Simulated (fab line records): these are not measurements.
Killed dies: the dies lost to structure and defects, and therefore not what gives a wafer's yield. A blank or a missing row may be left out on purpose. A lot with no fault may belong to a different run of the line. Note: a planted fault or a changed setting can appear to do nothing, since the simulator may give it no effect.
Which of the tools did it? | flow sfq line | 7 lots, 21 wafers sampled, at 5 steps of a route of 325

WHAT EACH GAUGE READ, for each wafer
SFQ_I2_OVL_MEAS_918.
lot  | measured     | on         | I2_OVL (nm)
L677 | day 30 21:43 | overlay-01 | -1 2 -4
L680 | day 32 03:14 | overlay-02 | 6 6 11
L682 | day 32 17:37 | overlay-02 | -15 -8 -10
L686 | day 34 05:16 | overlay-01 | -9 -7 -3
L692 | day 37 12:46 | overlay-02 | -4 2 -5
L695 | day 38 12:36 | overlay-01 | 3 2 1
L698 | day 39 23:32 | overlay-02 | 6 0 1

WHICH TOOL RAN EACH LOT (tool, then ch and the chambers of the sampled wafers, then the start)
lot  | SFQ_TRILAYER_I1_VIA_BARC_OPEN_VIA_ETCH_071 | SFQ_TRILAYER_M2_BARC_OPEN_METAL_ETCH_077 | SFQ_TRILAYER_I2_DEP_PECVD_063   | SFQ_TRILAYER_I2_CMP_CMP_064
L677 | rie diel-01 ch 1,2,3, day 18 03:10         | rie metal-04 ch 0,1, day 23 16:50        | pecvd-03 ch 0,1,2, day 23 17:48 | cmp-02 ch 1,2,3, day 24 09:25
L680 | rie diel-01 ch 0,1,3, day 19 02:43         | rie metal-02 ch 0,1, day 24 22:52        | pecvd-03 ch 0,1,2, day 25 00:06 | cmp-02 ch 0,2,3, day 25 12:16
L682 | rie diel-02 ch 0,2,3, day 19 18:19         | rie metal-02 ch 0,1, day 25 18:23        | pecvd-04 ch 2, day 25 19:20     | cmp-02 ch 2,3, day 25 20:20
L686 | rie diel-01 ch 0,2,3, day 21 11:35         | rie metal-03 ch 0,1, day 27 12:30        | pecvd-04 ch 0,1,2, day 27 13:28 | cmp-02 ch 0,1,2, day 27 13:32
L692 | rie diel-04 ch 1,2,3, day 24 07:14         | rie metal-02 ch 0,1, day 30 13:19        | pecvd-02 ch 0,2, day 30 14:28   | cmp-01 ch 0,1,3, day 30 17:02
L695 | rie diel-04 ch 0,2, day 25 06:50           | rie metal-03 ch 0,1, day 31 14:03        | pecvd-03 ch 1,2, day 31 15:01   | cmp-01 ch 2,3, day 31 15:05
L698 | rie diel-01 ch 1,3, day 26 15:59           | rie metal-04 ch 0,1, day 33 11:29        | pecvd-04 ch 0,1,2, day 33 12:27 | cmp-02 ch 0,2,3, day 33 15:37
- SFQ_TRILAYER_I1_VIA_BARC_OPEN_VIA_ETCH_071: etches BARC in O2, target depth 125 nm, time 41.7 s.
- SFQ_TRILAYER_M2_BARC_OPEN_METAL_ETCH_077: etches BARC in O2, target depth 125 nm, time 41.7 s.
- SFQ_TRILAYER_I2_DEP_PECVD_063: deposits SiO2 from SiH4/N2O, time 111.11 s, target thk 500 nm.
- SFQ_TRILAYER_I2_CMP_CMP_064: polishes SiO2.

THE ANSWER, worked out from the rows above alone
Rule: what is usual is taken from the lots themselves. Put in order of their means at a reading, lots are off if they are a third of the lots or fewer, leave a main group of 4 or more, and stand apart from it by a gap of 3 or more times the standard deviation of the main group's means; of several such gaps the widest counts. A main group whose means are all the same, to the digits that the tables above print for the reading, isn't used. Also off: a lot with no number at a reading for which 4 or more lots have one. Any other lot the step has rows for is counted as sound.
No lot is off at any reading shown: from this, nothing can be told.

WHAT THE SIMULATOR HAD PUT IN
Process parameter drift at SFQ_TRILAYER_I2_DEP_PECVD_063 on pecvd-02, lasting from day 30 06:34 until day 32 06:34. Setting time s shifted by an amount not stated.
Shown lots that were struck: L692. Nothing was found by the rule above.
